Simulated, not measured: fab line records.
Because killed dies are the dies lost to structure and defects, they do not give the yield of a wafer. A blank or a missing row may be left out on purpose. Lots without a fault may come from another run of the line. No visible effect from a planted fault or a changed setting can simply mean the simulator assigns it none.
fab line records -- flow sky130
record: lots: 7, wafers: 21, last_day: 49
route steps=708 shown METAL2@495 VIA2@507 PAD_OPEN@708
lots that met no fault: from a run of the same line without faults
start_h: start of the lot's first displayed wafer, in hours after the record's first day -- wait_h: hours from the lot's prior step to this one -- " unchanged from the row above -- L1.1+2: one row covering several wafers at once -- - value missing, or start not given -- * or withheld: withheld -- < > ~ a bound
route shown NAME@n: NAME is a module with steps in the file, n the number in the route of the first one -- usual: mean/standard deviation taken from wafers without a fault -- same: alike in all rows -- chamber/n: place in a boat -- sites: the reading at each site -- _std_site: their standard deviation -- _edge_site: the outer-site mean with the inner-site mean subtracted -- radius_mm: for every site, how far away it sits from the centre of the wafer -- mask NAME#n: copy n -- behind: tool/chamber where the wafer was last shaped -- hold: what put the lot on hold/how long, in hours/how the hold closed -- device: the transistor (n, p or np) that didn't switch -- end of line: the route-end tests of the same wafers -- where a step has no rows: the recipe by itself -- killed: not the wafer's yield, but the dies lost to structure and defects at the first sort -- map: shows each die of a wafer: x if killed, . if not, _ if none is there
set.NAME: the setting the step ran with; set.NAME@STEP: the setting that earlier step ran with -- model.NAME: the simulator's own value behind a step, which no gauge read
lots at some steps of the route; a table a step, a row a wafer
services: from which hour (start_h, from the record's first day; less than 0 if before it) a tool's chamber was out of use, for how many hours, and why
== steps ==
step: SKY_METAL2_EXPOSE_12
recipe: mask_id: MM2, na: 0.8, source_shape: annular, sigma_inner: 0.55, sigma_outer: 0.85, target_cd_nm: 140, dose_mj: 28
step: SKY_METAL2_PEB_13
recipe: peb_temp_c: withheld, peb_time_s: withheld, resist: KrF-thick
step: SKY_METAL2_DEVELOP_14
recipe: develop_time_s: 60, resist: KrF-thick, dev_temp_c: 21
step: SKY_METAL2_CD_MEAS_15
recipe: target_cd_nm: 140
usual: cd_nm: 140.1/1.6
lot.wafer,tool,chamber,start_h,wait_h,cd_nm
L579.1,cd_sem-01,-,833.28,-,139.9
L579.4,cd_sem-01,-,833.28,-,140.3
L579.5,cd_sem-01,-,833.28,-,139.3
L583.1,cd_sem-02,-,869.11,-,143.2
L583.2,cd_sem-02,-,869.11,-,143.6
L583.6,cd_sem-02,-,869.11,-,143.4
L586.1,cd_sem-01,-,903.09,-,139.2
L586.3,cd_sem-01,-,903.09,-,138.9
L586.4,cd_sem-01,-,903.09,-,138.4
L589.4,cd_sem-01,-,935.90,-,140.1
L589.5,cd_sem-01,-,935.90,-,140.1
L589.6,cd_sem-01,-,935.90,-,140.0
L590.1,cd_sem-02,-,945.44,-,138.0
L590.2,cd_sem-02,-,945.44,-,139.5
L590.4,cd_sem-02,-,945.44,-,137.2
L591.1,cd_sem-01,-,952.03,-,138.3
L591.2,cd_sem-01,-,952.03,-,138.8
L591.4,cd_sem-01,-,952.03,-,139.8
L592.2,cd_sem-02,-,952.40,-,139.4
L592.3,cd_sem-02,-,952.40,-,140.5
L592.6,cd_sem-02,-,952.40,-,140.1
step: SKY_METAL2_OVL_MEAS_16
usual: METAL2_OVL: 5/5.6
lot.wafer,tool,chamber,start_h,wait_h,METAL2_OVL[nm]
L579.1,overlay-02,-,833.40,0.1,0
L579.4,overlay-02,-,833.40,0.1,8
L579.5,overlay-02,-,833.40,0.1,8
L583.1,overlay-02,-,869.23,0.1,13
L583.2,overlay-02,-,869.23,0.1,6
L583.6,overlay-02,-,869.23,0.1,0
L586.1,overlay-01,-,903.21,0.1,5
L586.3,overlay-01,-,903.21,0.1,3
L586.4,overlay-01,-,903.21,0.1,5
L589.4,overlay-01,-,935.98,0.1,-2
L589.5,overlay-01,-,935.98,0.1,-4
L589.6,overlay-01,-,935.98,0.1,3
L590.1,overlay-01,-,945.56,0.1,2
L590.2,overlay-01,-,945.56,0.1,2
L590.4,overlay-01,-,945.56,0.1,2
L591.1,overlay-02,-,952.15,0.1,4
L591.2,overlay-02,-,952.15,0.1,9
L591.4,overlay-02,-,952.15,0.1,5
L592.2,overlay-01,-,952.51,0.1,7
L592.3,overlay-01,-,952.51,0.1,0
L592.6,overlay-01,-,952.51,0.1,8
step: SKY_METAL2_DESCUM_17
recipe: chemistry: O2, source_power_w: 150, bias_power_w: 0, pressure_mtorr: 10, temp_c: 40, time_s: 8
usual: drypump_motor_current_A: 5.97/0.3, oes_product_au: 1.003/0.012
same: time_s: 8
lot.wafer,tool,chamber,start_h,wait_h,drypump_motor_current_A,oes_product_au,rf_hours_counter_h
L579.1,rie_metal-02,1,833.44,0.0,5.68,0.989,0
L579.4,rie_metal-02,0,833.44,0.0,6.23,0.997,-
L579.5,rie_metal-02,1,833.44,0.0,5.69,0.984,-
L583.1,rie_metal-03,0,869.27,0.0,6.25,1.030,3
L583.2,rie_metal-03,1,869.27,0.0,5.64,0.997,7
L583.6,rie_metal-03,1,869.27,0.0,5.63,1.002,-
L586.1,rie_metal-02,0,903.25,0.0,6.18,1.004,11
L586.3,rie_metal-02,0,903.25,0.0,6.21,0.987,-
L586.4,rie_metal-02,1,903.25,0.0,5.70,0.994,-
L589.4,rie_metal-01,0,936.01,0.0,6.41,1.009,-
L589.5,rie_metal-01,0,936.01,0.0,6.43,1.003,-
L589.6,rie_metal-01,1,936.01,0.0,5.76,0.995,-
L590.1,rie_metal-02,1,945.60,0.0,5.70,0.988,7
L590.2,rie_metal-02,0,945.60,0.0,6.24,0.998,13
L590.4,rie_metal-02,1,945.60,0.0,5.67,0.996,-
L591.1,rie_metal-02,1,952.19,0.0,5.69,0.996,7
L591.2,rie_metal-02,0,952.19,0.0,6.23,0.982,13
L591.4,rie_metal-02,0,952.19,0.0,6.21,1.000,-
L592.2,rie_metal-03,1,952.54,0.0,5.63,1.002,11
L592.3,rie_metal-03,0,952.54,0.0,6.18,1.026,-
L592.6,rie_metal-03,1,952.54,0.0,5.62,1.001,-
step: SKY_METAL2_ETCH_18
recipe: chemistry: N2/H2, target: BARC, ion_energy_ev: 200, bias_w: 100, pressure_mtorr: 30, n2_flow_sccm: 100, h2_flow_sccm: 200, icp_w: 500, stop_on: SiO2, time_s: 45.9, target_depth_a: 600
usual: bias_w: 99.9/0.32, drypump_motor_current_A: 6.0/0.3, oes_product_au: 0.855/0.005, throttle_valve_pct: 13.225/0.0096
same: time_s: 45.9
lot.wafer,tool,chamber,start_h,wait_h,bias_w,drypump_motor_current_A,oes_product_au,rf_hours_counter_h,throttle_valve_pct
L579.1,rie_metal-02,1,833.47,0.0,100.3,5.7,0.850,0,13.227
L579.4,rie_metal-02,0,833.47,0.0,99.9,6.2,0.861,-,13.218
L579.5,rie_metal-02,1,833.47,0.0,100.6,5.7,0.848,-,13.237
L583.1,rie_metal-03,0,869.30,0.0,100.3,6.2,0.855,3,13.217
L583.2,rie_metal-03,1,869.30,0.0,99.7,5.6,0.859,7,13.231
L583.6,rie_metal-03,1,869.30,0.0,99.8,5.6,0.853,-,13.215
L586.1,rie_metal-02,0,903.28,0.0,100.2,6.2,0.846,11,13.217
L586.3,rie_metal-02,0,903.28,0.0,100.6,6.2,0.849,-,13.216
L586.4,rie_metal-02,1,903.28,0.0,99.9,5.7,0.853,-,13.223
L589.4,rie_metal-01,0,936.05,0.0,99.2,6.4,0.865,-,13.239
L589.5,rie_metal-01,0,936.05,0.0,99.8,6.4,0.855,-,13.223
L589.6,rie_metal-01,1,936.05,0.0,99.9,5.8,0.855,-,13.230
L590.1,rie_metal-02,1,945.63,0.0,100.4,5.7,0.853,7,13.218
L590.2,rie_metal-02,0,945.63,0.0,100.0,6.2,0.861,13,13.240
L590.4,rie_metal-02,1,945.63,0.0,100.1,5.7,0.859,-,13.221
L591.1,rie_metal-02,1,952.22,0.0,99.8,5.7,0.854,7,13.215
L591.2,rie_metal-02,0,952.22,0.0,100.1,6.2,0.856,13,13.237
L591.4,rie_metal-02,0,952.22,0.0,100.1,6.2,0.853,-,13.221
L592.2,rie_metal-03,1,952.57,0.0,99.4,5.6,0.853,11,13.239
L592.3,rie_metal-03,0,952.57,0.0,100.2,6.2,0.853,-,13.242
L592.6,rie_metal-03,1,952.57,0.0,99.8,5.6,0.847,-,13.220
step: SKY_METAL2_METAL_ETCH_19
recipe: target_depth_a: 3600, stop_on: SiO2, over_etch_frac: 0.3, time_s: 78, chemistry: Cl2/BCl3, resist_sidewall_deg: 88, pressure_mtorr: 10, icp_w: 900, bias_w: 50.31, Cl2_flow_sccm: 60, bcl3_flow_sccm: 30
usual: bias_w: 50.32/0.16, drypump_motor_current_A: 5.97/0.3, oes_product_au: 0.856/0.0054, throttle_valve_pct: 22.264/0.0088
same: time_s: 78
lot.wafer,tool,chamber,start_h,wait_h,bias_w,drypump_motor_current_A,oes_product_au,rf_hours_counter_h,throttle_valve_pct
L579.1,rie_metal-02,1,833.53,0.0,50.34,5.68,0.859,0,22.246
L579.4,rie_metal-02,0,833.53,0.0,50.05,6.22,0.857,-,22.263
L579.5,rie_metal-02,1,833.53,0.0,50.35,5.69,0.863,-,22.265
L583.1,rie_metal-03,0,869.36,0.0,50.32,6.17,0.845,3,22.259
L583.2,rie_metal-03,1,869.36,0.0,50.14,5.63,0.860,7,22.275
L583.6,rie_metal-03,1,869.36,0.0,50.12,5.63,0.851,-,22.275
L586.1,rie_metal-02,0,903.34,0.0,50.36,6.18,0.853,11,22.267
L586.3,rie_metal-02,0,903.34,0.0,50.55,6.17,0.853,-,22.270
L586.4,rie_metal-02,1,903.34,0.0,50.07,5.70,0.863,-,22.266
L589.4,rie_metal-01,0,936.12,0.1,50.49,6.40,0.861,-,22.260
L589.5,rie_metal-01,0,936.12,0.1,50.45,6.39,0.859,-,22.263
L589.6,rie_metal-01,1,936.12,0.1,50.10,5.72,0.846,-,22.250
L590.1,rie_metal-02,1,945.69,0.0,50.62,5.68,0.850,7,22.261
L590.2,rie_metal-02,0,945.69,0.0,50.35,6.18,0.859,13,22.251
L590.4,rie_metal-02,1,945.69,0.0,50.42,5.68,0.853,-,22.271
L591.1,rie_metal-02,1,952.28,0.0,50.30,5.68,0.855,7,22.266
L591.2,rie_metal-02,0,952.28,0.0,50.58,6.15,0.858,13,22.277
L591.4,rie_metal-02,0,952.28,0.0,50.46,6.15,0.849,-,22.256
L592.2,rie_metal-03,1,952.63,0.0,50.37,5.63,0.850,11,22.271
L592.3,rie_metal-03,0,952.63,0.0,50.50,6.17,0.855,-,22.266
L592.6,rie_metal-03,1,952.63,0.0,50.30,5.62,0.847,-,22.265
step: SKY_METAL2_STRIP_20
recipe: chemistry: O2/N2, power_w: 1400, pressure_mtorr: 1500, platen_temp_c: withheld, o2_flow_sccm: 3000, n2_flow_sccm: 300, overash_fraction: 0.5
usual: drypump_motor_current_A: 5.7/0.42, oes_product_au: 0.339/0.0052, strip_time_to_endpoint_s: 2.64/0.059
lot.wafer,tool,chamber,start_h,wait_h,drypump_motor_current_A,oes_product_au,rf_hours_counter_h,strip_time_to_endpoint_s
L579.1,plasma_asher-01,1,833.62,0.1,5.1,0.347,105,2.74
L579.4,plasma_asher-01,1,833.62,0.1,5.1,0.350,-,2.70
L579.5,plasma_asher-01,1,833.62,0.1,5.1,0.347,-,2.73
L583.1,plasma_asher-03,1,869.45,0.1,5.7,0.338,12,2.52
L583.2,plasma_asher-03,0,869.45,0.1,6.2,0.347,12,2.67
L583.6,plasma_asher-03,1,869.45,0.1,5.7,0.346,-,2.64
L586.1,plasma_asher-01,0,903.43,0.1,5.9,0.353,112,2.68
L586.3,plasma_asher-01,1,903.43,0.1,5.1,0.343,-,2.66
L586.4,plasma_asher-01,0,903.43,0.1,5.9,0.336,-,2.72
L589.4,plasma_asher-03,0,936.21,0.1,6.2,0.345,-,2.70
L589.5,plasma_asher-03,0,936.21,0.1,6.2,0.344,-,2.67
L589.6,plasma_asher-03,1,936.21,0.1,5.7,0.350,-,2.71
L590.1,plasma_asher-04,1,945.78,0.1,5.0,0.342,50,2.64
L590.2,plasma_asher-04,0,945.78,0.1,6.0,0.339,50,2.65
L590.4,plasma_asher-04,0,945.78,0.1,5.9,0.337,-,2.64
L591.1,plasma_asher-04,0,952.37,0.1,5.9,0.336,51,2.64
L591.2,plasma_asher-04,1,952.37,0.1,5.0,0.342,51,2.67
L591.4,plasma_asher-04,1,952.37,0.1,4.9,0.340,-,2.68
L592.2,plasma_asher-03,0,952.72,0.1,6.2,0.341,21,2.62
L592.3,plasma_asher-03,0,952.72,0.1,6.2,0.335,-,2.52
L592.6,plasma_asher-03,0,952.72,0.1,6.2,0.342,-,2.63
step: SKY_METAL2_STRIP_21
recipe: chemistry: post_etch_residue_remover, time_s: 1200, temp_c: 72.5
step: SKY_METAL2_CLEAN_22
recipe: chemistry: IPA, time_s: 180, temp_c: 25
step: SKY_METAL2_CLEAN_23
recipe: chemistry: O3/DIW, dry: n2_spin
step: SKY_VIA2_HDPCVD_00
recipe: material: SiO2, target_thk_nm: 1180, sigma_open_frac: 0.3, time_s: 196.7, temp_c: 400, sih4_flow_sccm: 60, pressure_mtorr: 6
same: time_s: 196.7
lot.wafer,tool,chamber,start_h,wait_h
L579.1+4+5,hdpcvd-01,"2,2,0",834.21,0.0
L583.1+2+6,hdpcvd-01,"0,1,0",870.08,0.0
L586.1+3+4,hdpcvd-01,"1,2,0",904.06,0.0
L589.4+5+6,hdpcvd-01,"0,2,1",936.84,0.1
L590.1+2+4,hdpcvd-02,"1,2,2",946.38,0.0
L590.1+2+4,hdpcvd-02,"1,2,2",946.67,0.2
L591.1+2+4,hdpcvd-02,"1,2,2",952.96,0.0
L591.1+2+4,hdpcvd-02,"1,2,2",953.44,0.4
L592.2+3+6,hdpcvd-02,"0,2,1",953.31,0.0
L592.2+3+6,hdpcvd-02,"0,2,1",953.61,0.2
step: SKY_VIA2_THK_MEAS_01
recipe: reads: SiO2_of_VIA2_HDPCVD_00
usual: VIA2_HDPCVD_THK: 1183/12
lot.wafer,tool,chamber,start_h,wait_h,VIA2_HDPCVD_THK[nm]
L579.1,film_metro-03,-,834.34,0.1,1190
L579.4,film_metro-03,-,834.34,0.1,1181
L579.5,film_metro-03,-,834.34,0.1,1167
L583.1,film_metro-03,-,870.21,0.1,1160
L583.2,film_metro-03,-,870.21,0.1,1172
L583.6,film_metro-03,-,870.21,0.1,1169
L586.1,film_metro-03,-,904.19,0.1,1185
L586.3,film_metro-03,-,904.19,0.1,1172
L586.4,film_metro-03,-,904.19,0.1,1179
L589.4,film_metro-02,-,936.93,0.0,1181
L589.5,film_metro-02,-,936.93,0.0,1183
L589.6,film_metro-02,-,936.93,0.0,1205
L590.1,film_metro-01,-,946.80,0.1,2365
L590.2,film_metro-01,-,946.80,0.1,2371
L590.4,film_metro-01,-,946.80,0.1,2354
L591.1,film_metro-03,-,953.56,0.1,2373
L591.2,film_metro-03,-,953.56,0.1,2409
L591.4,film_metro-03,-,953.56,0.1,2387
L592.2,film_metro-03,-,953.74,0.1,2361
L592.3,film_metro-03,-,953.74,0.1,2386
L592.6,film_metro-03,-,953.74,0.1,2383
step: SKY_VIA2_CMP_02
recipe: material: SiO2, down_force_psi: 4, platen_rpm: 60, pad_velocity_m_s: 0.94248
usual: head_pressure_psi: 4.003/0.0099, motor_current_A: 12.2/1.2
lot.wafer,tool,chamber,start_h,wait_h,head_pressure_psi,motor_current_A
L579.4,cmp-02,1,834.40,0.0,4.006,11.0
L579.1,cmp-02,0,834.40,0.0,3.981,13.3
L579.5,cmp-02,1,834.40,0.0,4.004,10.5
L583.2,cmp-01,0,870.27,0.0,4.017,11.5
L583.1,cmp-01,3,870.27,0.0,4.011,12.5
L583.6,cmp-01,0,870.27,0.0,4.018,11.7
L586.1,cmp-02,1,904.25,0.1,4.006,11.5
L586.4,cmp-02,2,904.25,0.1,3.998,12.8
L586.3,cmp-02,3,904.25,0.1,3.995,10.0
L589.4,cmp-02,0,937.06,0.1,3.990,13.6
L589.6,cmp-02,2,937.06,0.1,3.999,12.9
L589.5,cmp-02,3,937.06,0.1,4.015,10.8
L590.4,cmp-02,3,946.86,0.0,4.000,10.6
L590.1,cmp-02,1,946.86,0.0,4.004,10.7
L590.2,cmp-02,2,946.86,0.0,4.016,12.7
L591.4,cmp-01,3,953.85,0.2,4.008,12.1
L591.2,cmp-01,0,953.85,0.2,3.988,11.9
L591.1,cmp-01,1,953.85,0.2,3.993,13.1
L592.2,cmp-01,1,954.38,0.6,4.005,13.1
L592.3,cmp-01,0,954.38,0.6,3.993,12.2
L592.6,cmp-01,1,954.38,0.6,4.001,13.1
step: SKY_PAD_OPEN_PROBE_99
usual: defect_limited_yield: 82.3/1.9, killed_at_M0_to_M3: 44/7.6, killed_at_M4_up: 3.2/1.7, killed_at_contacts: 24/5.7, killed_at_front_end: 16/3.9, killed_at_other: 0.2/0.45, killed_dies: 87/9.5, killed_open: 47/6.9, killed_short: 40/5.8, sort_bin_3_pad_short: 0.9/0.4, sort_bin_5_function: 10.4/1.4, sort_bin_6_memory: 6.4/1.1, sort_n_pass: 405/9.5, sort_yield_pct: 82.3/1.9
same: gross_dies: 492, killed_at_back_side: 0, sort_bin_4_leakage[%]: 0, sort_bin_8_speed[%]: 0
lot.wafer,tool,chamber,start_h,wait_h,defect_limited_yield[%],killed_at_M0_to_M3,killed_at_M4_up,killed_at_contacts,killed_at_front_end,killed_at_other,killed_dies,killed_open,killed_short,sort_bin_3_pad_short[%],sort_bin_5_function[%],sort_bin_6_memory[%],sort_n_pass,sort_yield_pct[%]
L583.1,prober-02,-,1112.80,0.1,78.9,55,3,26,20,0,104,42,62,1.6,13.4,6.1,388,78.9
L583.2,prober-02,-,1112.85,0.1,84.1,36,6,22,14,0,78,36,42,1.2,9.6,5.1,414,84.1
L583.6,prober-02,-,1113.05,0.2,85.0,45,5,12,12,0,74,43,31,0.8,8.9,5.3,418,85.0
L590.1,prober-01,-,1174.16,0.1,82.3,46,0,23,18,0,87,46,41,1.0,11.4,5.3,405,82.3
L590.2,prober-01,-,1174.21,0.1,81.5,53,1,24,13,0,91,46,45,1.2,12.4,4.9,401,81.5
L590.4,prober-01,-,1174.31,0.2,83.9,42,2,22,13,0,79,41,38,1.4,9.3,5.3,413,83.9
L591.1,prober-02,-,1174.47,0.1,79.5,45,6,32,18,0,101,51,50,1.2,12.2,7.1,391,79.5
L592.2,prober-01,-,1175.71,0.1,86.0,36,3,17,13,0,69,38,31,0.2,9.6,4.3,423,86.0
L592.6,prober-01,-,1175.91,0.2,81.9,49,4,23,13,0,89,48,41,1.6,8.9,7.5,403,81.9
killed by level:class
L583.1 VIA1:geometric_particle:open=13 VIA1:geometric_particle:short=9 POLY_GATE:geometric_particle:short=8 CONTACT:geometric_particle:short=8 METAL1:geometric_particle:short=8 LOCAL_INTERCONNECT:geometric_particle:short=7 CONTACT:geometric_particle:open=6 METAL2:geometric_particle:short=6
L583.2 VIA2:geometric_particle:open=7 CONTACT:geometric_particle:short=6 CONTACT:geometric_particle:open=5 METAL1:geometric_particle:short=5 VIA2:geometric_particle:short=5 FIELD_ISO:geometric_particle:short=4 POLY_GATE:geometric_particle:short=4 LI_CONTACT:geometric_particle:open=4
L583.6 VIA2:geometric_particle:open=11 VIA2:geometric_particle:short=9 LI_CONTACT:geometric_particle:open=8 VIA3:geometric_particle:open=7 VIA1:geometric_particle:open=5 METAL3:geometric_particle:short=4 METAL4:geometric_particle:short=4 SPACER:geometric_particle:open=3
L590.1 METAL1:geometric_particle:short=9 VIA1:geometric_particle:open=9 FIELD_ISO:geometric_particle:short=7 VIA2:geometric_particle:open=7 CONTACT:geometric_particle:open=7 VIA3:geometric_particle:open=7 LI_CONTACT:geometric_particle:open=6 CONTACT:geometric_particle:short=5
L590.2 VIA1:geometric_particle:open=12 METAL2:geometric_particle:short=10 VIA2:geometric_particle:open=8 LI_CONTACT:geometric_particle:open=6 CONTACT:geometric_particle:open=6 LI_CONTACT:geometric_particle:short=5 POLY_GATE:geometric_particle:open=5 LOCAL_INTERCONNECT:geometric_particle:short=5
L590.4 CONTACT:geometric_particle:open=11 VIA1:geometric_particle:open=7 METAL2:geometric_particle:short=7 VIA2:geometric_particle:open=6 METAL1:geometric_particle:short=6 VIA3:geometric_particle:open=6 LI_CONTACT:geometric_particle:open=5 FIELD_ISO:geometric_particle:short=4
L591.1 CONTACT:geometric_particle:open=11 VIA1:geometric_particle:open=11 VIA1:geometric_particle:short=8 LI_CONTACT:geometric_particle:short=6 CONTACT:geometric_particle:short=6 VIA2:geometric_particle:open=5 LI_CONTACT:geometric_particle:open=5 VIA2:geometric_particle:short=5
L592.2 VIA1:geometric_particle:open=8 VIA1:geometric_particle:short=6 VIA3:geometric_particle:open=6 CONTACT:geometric_particle:open=5 FIELD_ISO:geometric_particle:short=4 LI_CONTACT:geometric_particle:open=4 VIA2:geometric_particle:open=4 METAL1:geometric_particle:short=4
L592.6 VIA1:geometric_particle:open=12 CONTACT:geometric_particle:open=11 VIA2:geometric_particle:short=7 VIA2:geometric_particle:open=6 LI_CONTACT:geometric_particle:open=5 VIA1:geometric_particle:short=5 FIELD_ISO:geometric_particle:open=4 LOCAL_INTERCONNECT:geometric_particle:short=4
== services ==
tool,chamber,start_h,hours,kind
rie_metal-03,-,812.61,0.6,repair
hdpcvd-02,-,816.80,2.8,pm
hdpcvd-02,-,831.58,5.5,pm
cmp-01,-,834.46,2.1,repair
cmp-02,-,842.96,2.3,repair
rie_metal-02,0,847.39,5.1,repair
plasma_asher-03,-,853.48,3.8,repair
cmp-02,-,908.45,4.9,repair
cmp-02,-,913.36,4.0,pm
cmp-02,-,917.36,-,consumable_replace:conditioner
cmp-02,-,917.36,-,consumable_replace:pad
cmp-01,-,922.08,0.5,repair
cmp-02,-,923.62,8.3,pm
rie_metal-01,-,943.71,0.4,repair
plasma_asher-01,-,944.10,0.9,repair
hdpcvd-01,-,950.25,15.0,pm
hdpcvd-01,0,950.25,15.0,vent_cycle
hdpcvd-01,1,950.25,15.0,vent_cycle
hdpcvd-01,2,950.25,15.0,vent_cycle
plasma_asher-04,-,953.69,1.6,repair
== key ==
first_sign: step: SKY_VIA2_HDPCVD_00, reading: visit, direction: added
effect: step: SKY_VIA2_THK_MEAS_01, reading: VIA2_HDPCVD_THK, direction: up, sigmas: 99+, usual: 1183, struck: 2377
met_at SKY_VIA2_HDPCVD_00
struck_wafers L590.1,L590.2,L590.4,L591.1,L591.2,L591.4,L592.2,L592.3,L592.6
fault: kind: repeated_step_whole, tool: hdpcvd-01,hdpcvd-02, chamber: -, onset_h: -, steps: SKY_VIA2_HDPCVD_00, times: 1, scope: struck_lots_only
